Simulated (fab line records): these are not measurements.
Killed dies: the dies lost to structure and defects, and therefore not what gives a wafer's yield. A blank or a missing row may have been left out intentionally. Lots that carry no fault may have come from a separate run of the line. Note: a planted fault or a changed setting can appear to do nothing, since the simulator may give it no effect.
What tool caused it? | flow gf180mcu | 12 lots, 36 wafers sampled, at 5 steps of a route of 602

== WHAT THE GAUGES SHOWED, per wafer ==
GF_VT_IMPLANT_RS_MEAS_46: measurement is done with a four-point probe. Usual: MVSD_RS typically reads 456.4 ohm/sq, with standard deviation 1.3.
lot  | measured     | on            | MVSD_RS (ohm/sq)  | flag
L509 | day 7 22:08  | film_metro-02 | 457.1 456.4 456.8 |
L510 | day 8 04:02  | film_metro-03 | 459.1 458.7 458.8 |
L511 | day 8 09:21  | film_metro-01 | 454.7 456.3 456.4 |
L512 | day 8 14:11  | film_metro-01 | 455.2 455.9 456.9 |
L518 | day 10 10:33 | film_metro-03 | 455.4 455.6 454.2 |
L522 | day 11 11:15 | film_metro-03 | 455.3 456.8 455.9 |
L523 | day 11 19:35 | film_metro-01 | 444.6 444.4 445.4 | OFF
L524 | day 11 22:20 | film_metro-02 | 446.4 445.9 447.0 | OFF
L525 | day 12 08:38 | film_metro-03 | 458.4 458.3 459.0 |
L526 | day 12 14:29 | film_metro-03 | 457.1 456.1 455.0 |
L527 | day 12 19:47 | film_metro-03 | 456.0 455.5 455.5 |
L528 | day 13 02:26 | film_metro-03 | 458.4 458.6 458.2 |

GF_PSD_OVL_MEAS_08. Usual: PSD_OVL typically reads -0.8 nm, with standard deviation 1.5.
lot  | measured     | on         | PSD_OVL (nm)   | flag
L509 | day 14 14:00 | overlay-01 | -1.9 -1.4 0.1  |
L510 | day 14 22:22 | overlay-02 | 0.0 2.0 1.2    |
L511 | day 15 04:31 | overlay-02 | 1.9 2.9 1.1    |
L512 | day 15 12:21 | overlay-02 | -0.8 0.5 -0.5  |
L518 | day 17 19:58 | overlay-01 | -1.4 -1.5 -1.7 |
L522 | day 19 01:49 | overlay-02 | 0.3 1.9 -0.7   |
L523 | day 19 16:04 | overlay-01 | -4.1 -2.2 -5.7 |
L524 | day 19 18:52 | overlay-01 | -1.8 -1.4 -1.7 |
L525 | day 20 05:31 | overlay-01 | -2.2 -0.7 -1.5 |
L526 | day 20 14:51 | overlay-01 | -0.2 0.0 0.0   |
L527 | day 20 23:25 | overlay-01 | -1.5 -1.2 -1.4 |
L528 | day 21 03:46 | overlay-02 | 0.9 -0.4 0.7   |

== WHICH TOOL RAN EACH LOT (tool, then ch and the chambers of the sampled wafers, then the start) ==
lot  | GF_MVSD_IMPLANT_08             | GF_DUAL_GATE_STRIP_13                | GF_HV_LDD_STRIP_22
L509 | implanter-02 ch 0, day 4 17:23 | plasma_asher-04 ch 0,1, day 8 16:01  | plasma_asher-03 ch 0,1, day 11 03:35
L510 | implanter-02 ch 0, day 4 23:17 | plasma_asher-04 ch 0,1, day 8 22:34  | plasma_asher-01 ch 0,1, day 11 09:18
L511 | implanter-03 ch 0, day 5 02:57 | plasma_asher-04 ch 0,1, day 9 04:19  | plasma_asher-01 ch 0,1, day 11 16:03
L512 | implanter-03 ch 0, day 5 07:34 | plasma_asher-01 ch 0,1, day 9 09:06  | plasma_asher-02 ch 0,1, day 11 21:58
L518 | implanter-02 ch 0, day 6 23:13 | plasma_asher-01 ch 0,1, day 11 06:57 | plasma_asher-01 ch 0,1, day 13 23:09
L522 | implanter-02 ch 0, day 7 19:36 | plasma_asher-04 ch 0,1, day 12 08:10 | plasma_asher-03 ch 0,1, day 15 01:33
L523 | implanter-03 ch 0, day 8 01:34 | plasma_asher-04 ch 0,1, day 12 17:25 | plasma_asher-01 ch 0,1, day 15 14:21
L524 | implanter-03 ch 0, day 8 05:50 | plasma_asher-02 ch 0,1, day 12 20:01 | plasma_asher-02 ch 0,1, day 15 16:11
L525 | implanter-02 ch 0, day 8 13:23 | plasma_asher-02 ch 0, day 13 06:44   | plasma_asher-01 ch 0,1, day 16 04:03
L526 | implanter-01 ch 0, day 8 18:20 | plasma_asher-02 ch 0,1, day 13 12:21 | plasma_asher-03 ch 0,1, day 16 12:36
L527 | implanter-02 ch 0, day 8 23:56 | plasma_asher-02 ch 0,1, day 13 20:12 | plasma_asher-01 ch 0,1, day 16 20:47
L528 | implanter-02 ch 0, day 9 06:17 | plasma_asher-01 ch 0, day 14 01:30   | plasma_asher-01 ch 0,1, day 17 00:39
- GF_MVSD_IMPLANT_08
- GF_DUAL_GATE_STRIP_13: strips in O2/N2.
- GF_HV_LDD_STRIP_22: strips in O2/N2.

== AS READ BY THE TOOLS THEMSELVES (means over the sampled wafers that have a number; for cases with no such wafer, the mark the record gives instead) ==
GF_MVSD_IMPLANT_08. Usual: beam_energy_keV 400.02, standard deviation 0.13.
lot  | tool         | beam_energy_keV | flag
L509 | implanter-02 | 399.97          |
L510 | implanter-02 | 400.12          |
L511 | implanter-03 | 400.23          |
L512 | implanter-03 | 399.93          |
L518 | implanter-02 | 399.90          |
L522 | implanter-02 | 399.99          |
L523 | implanter-03 | 457.33          | OFF
L524 | implanter-03 | 457.35          | OFF
L525 | implanter-02 | 399.95          |
L526 | implanter-01 | 400.02          |
L527 | implanter-02 | 400.07          |
L528 | implanter-02 | 400.01          |

GF_DUAL_GATE_STRIP_13. Usual: drypump_motor_current_A 5.6 A, standard deviation 0.44; heater_power_w 322 W, standard deviation 45; oes_product_au 0.716 a.u., standard deviation 0.0047; strip_time_to_endpoint_s 12.63 s, standard deviation 0.031.
lot  | tool            | drypump_motor_current_A (A) | heater_power_w (W) | oes_product_au (a.u.) | strip_time_to_endpoint_s (s) | flag
L509 | plasma_asher-04 | 5.6                         | 311                | 0.709                 | 12.58                        |
L510 | plasma_asher-04 | 5.6                         | 318                | 0.715                 | 12.65                        |
L511 | plasma_asher-04 | 5.6                         | 316                | 0.719                 | 12.64                        |
L512 | plasma_asher-01 | 5.2                         | 326                | 0.717                 | 12.65                        |
L518 | plasma_asher-01 | 5.4                         | 302                | 0.716                 | 12.59                        |
L522 | plasma_asher-04 | 6.0                         | 304                | 0.719                 | 12.69                        |
L523 | plasma_asher-04 | 6.0                         | 309                | 0.717                 | 12.60                        |
L524 | plasma_asher-02 | 5.5                         | 372                | 0.721                 | 12.62                        |
L525 | plasma_asher-02 | 5.3                         | 423                | 0.714                 | 12.62                        |
L526 | plasma_asher-02 | 5.7                         | 318                | 0.716                 | 12.65                        |
L527 | plasma_asher-02 | 5.6                         | 379                | 0.719                 | 12.63                        |
L528 | plasma_asher-01 | 5.5                         | 282                | 0.715                 | 12.67                        |

GF_HV_LDD_STRIP_22. Usual: drypump_motor_current_A 5.8 A, standard deviation 0.53; heater_power_w 319 W, standard deviation 56; oes_product_au 0.716 a.u., standard deviation 0.0045; strip_time_to_endpoint_s 12.63 s, standard deviation 0.037.
lot  | tool            | drypump_motor_current_A (A) | heater_power_w (W) | oes_product_au (a.u.) | strip_time_to_endpoint_s (s) | flag
L509 | plasma_asher-03 | 6.4                         | 328                | 0.715                 | 12.62                        |
L510 | plasma_asher-01 | 5.3                         | 304                | 0.715                 | 12.62                        |
L511 | plasma_asher-01 | 5.3                         | 307                | 0.719                 | 12.66                        |
L512 | plasma_asher-02 | 5.7                         | 327                | 0.717                 | 12.67                        |
L518 | plasma_asher-01 | 5.2                         | 331                | 0.718                 | 12.60                        |
L522 | plasma_asher-03 | 6.4                         | 285                | 0.712                 | 12.63                        |
L523 | plasma_asher-01 | 5.4                         | 306                | 0.718                 | 12.62                        |
L524 | plasma_asher-02 | 5.6                         | 373                | 0.717                 | 12.64                        |
L525 | plasma_asher-01 | 5.2                         | 323                | 0.719                 | 12.63                        |
L526 | plasma_asher-03 | 6.4                         | 326                | 0.711                 | 12.61                        |
L527 | plasma_asher-01 | 5.2                         | 331                | 0.715                 | 12.59                        |
L528 | plasma_asher-01 | 5.2                         | 325                | 0.717                 | 12.57                        |

== THE ANSWER, worked out from the rows above alone ==
Rule: take the mean of a lot's wafers that have a number; if it is more than 3 standard deviations from the usual mean, the lot is off. Also off: a lot with no number at a reading for which 4 or more lots have one. All remaining lots with rows at the step are treated as sound. After the gauges, taken in route order, come the tools' own readings; for these a lot's mean is taken, as printed above. At the first step where some lot is off, the reading lying furthest off is the one used; lots without a number count as furthest.
Off: L523, L524, seen at GF_VT_IMPLANT_RS_MEAS_46 (MVSD_RS).
A tool fits if, at a process step before that reading, it ran every lot that is off, and no sound lot after the first of them. The gauges at GF_VT_IMPLANT_RS_MEAS_46 aren't tried: what is off there is off at GF_MVSD_IMPLANT_08 too, on other tools, and a gauge's error can't cause that. One fits: implanter-03 at GF_MVSD_IMPLANT_08. Its last sound lot is L512 (day 5 07:34), its first lot that is off L523 (day 8 01:34): a fault that began between those two fits.
The tool's own readings at GF_MVSD_IMPLANT_08 bear it out: on the lots that are off they differ by more than 5 times the standard deviation of the sound lots' means. beam_energy_keV reads 457.34 there against 400.02 on the sound lots.

== WHAT HAD BEEN PUT IN BY THE SIMULATOR ==
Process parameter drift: implanter-03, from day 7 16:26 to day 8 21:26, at GF_MVSD_IMPLANT_08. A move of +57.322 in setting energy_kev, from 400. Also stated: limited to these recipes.
Shown lots that were struck: L523, L524. The rule above found the same.
